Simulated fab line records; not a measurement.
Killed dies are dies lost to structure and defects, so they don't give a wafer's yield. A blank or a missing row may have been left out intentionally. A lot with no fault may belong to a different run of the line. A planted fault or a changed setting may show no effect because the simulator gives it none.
Split-lot experiment	flow sky130	on a route of 708 steps: 5 lots, 23 wafers read

SPLIT DETAILS
At SKY_LI_CONTACT_ETCH_14 (etches BARC in N2/H2, stops on SiO2, time 45.9 s, target depth 60 nm), the setting time_s was moved away from the recipe's 45.9 s on 8 of the 23 wafers read, by -13.8% to +4.9%. For the rest of the wafers, this setting stayed at what the recipe calls for.

The split's own step is where the reading is taken.

THE READING
oes_product_au, in a.u., at SKY_LI_CONTACT_ETCH_14 (etches BARC in N2/H2, stops on SiO2, time 45.9 s, target depth 60 nm). A value of 0.865 a.u. with a standard deviation of 0.005 a.u. is what fault-free wafers of this fab line usually give.

wafer	tool, chamber at the split	time_s as run, s	against the recipe	oes_product_au, a.u.	against lot-mates on the recipe
L074.1	rie_diel-03, 2	39.56	-13.8%	0.946	+0.081
L074.3	rie_diel-03, 3	45.9	recipe	0.864	-
L074.4	rie_diel-03, 0	39.56	-13.8%	0.937	+0.072
L074.5	rie_diel-03, 3	45.9	recipe	0.866	-
L074.6	rie_diel-03, 2	39.56	-13.8%	0.943	+0.078
L079.1	rie_diel-02, 1	45.9	recipe	0.849	-
L079.3	rie_diel-02, 2	48.16	+4.9%	0.852	-0.006
L079.4	rie_diel-02, 0	45.9	recipe	0.861	-
L079.5	rie_diel-02, 0	48.16	+4.9%	0.850	-0.008
L079.6	rie_diel-02, 1	45.9	recipe	0.864	-
L081.2	rie_diel-03, 1	45.9	recipe	0.851	-
L081.3	rie_diel-03, 3	45.9	recipe	0.865	-
L081.4	rie_diel-03, 0	45.9	recipe	0.869	-
L081.5	rie_diel-03, 2	45.9	recipe	0.871	-
L081.6	rie_diel-03, 1	45.9	recipe	0.869	-
L084.1	rie_diel-03, 2	45.9	recipe	0.861	-
L084.2	rie_diel-03, 1	45.9	recipe	0.864	-
L084.4	rie_diel-03, 3	47.8	+4.1%	0.863	+0.000
L084.5	rie_diel-03, 3	47.8	+4.1%	0.865	+0.002
L084.6	rie_diel-03, 0	47.8	+4.1%	0.860	-0.003
L085.2	rie_diel-03, 3	45.9	recipe	0.871	-
L085.3	rie_diel-03, 1	45.9	recipe	0.859	-
L085.6	rie_diel-03, 0	45.9	recipe	0.869	-

THE FIT
A straight line over all 23 wafers: oes_product_au changes by -0.0049 a.u. for each +1% of time_s; r = -0.95; the points scatter about the line by 0.0094 a.u.
The same after taking each lot's own level away (the mean of its wafers on the recipe; 23 wafers): -0.00469 a.u. for each +1%; r = -0.94; scatter 0.0096 a.u.
According to that fit, moving time_s by its largest amount changes the reading by 0.065 a.u.
Measured against the standard deviation above, the lots' own levels, which go from 0.8580 to 0.8663 a.u., span 1.7 times it.
So the lot-to-lot level changes the slope little: the two slopes agree.
Check: for one of the wafers moved furthest among these (-13.8%), held out of the fit, the line's prediction against its lot-mates is +0.0657 a.u. It came out at +0.081 a.u. against them.
Tool readings at the split's step, against how far the setting was moved: oes_product_au r = -0.95.

THESE WAFERS: OTHER SPLITS
Note: prior to the reading, these wafers also went through further splits. Each is held against what the fit with the lots' levels taken away leaves over:
other split on the same wafers	wafers away from the commonest value	r with oes_product_au (lot level and that fit taken away)
SKY_SD_P_IMPLANT_09 energy_kev	6	+0.19
SKY_SD_N_IMPLANT_10 energy_kev	5	+0.21
SKY_LI_CONTACT_HDPCVD_00 time_s	8	-0.06

THE WHOLE CHAIN: every reading that the file lists as answering this split, in the file's order
step	what it does	reading	change (the file's fit)	r (the file's)
SKY_LI_CONTACT_ETCH_14	etches BARC in N2/H2, stops on SiO2, time 45.9 s, target depth 60 nm	oes_product_au	-0.00471 a.u. for each +1% of the setting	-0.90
SKY_LI_CONTACT_ETCH_14	etches BARC in N2/H2, stops on SiO2, time 45.9 s, target depth 60 nm	KrF-thick_of_LI_CONTACT_COAT_07.thk_nm (the simulator's own value, which no gauge read)	-0.425 nm for each +1% of the setting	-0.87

FILE'S OWN FIT
oes_product_au changes by -0.00471 a.u. for each +1% of time_s, r = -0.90.
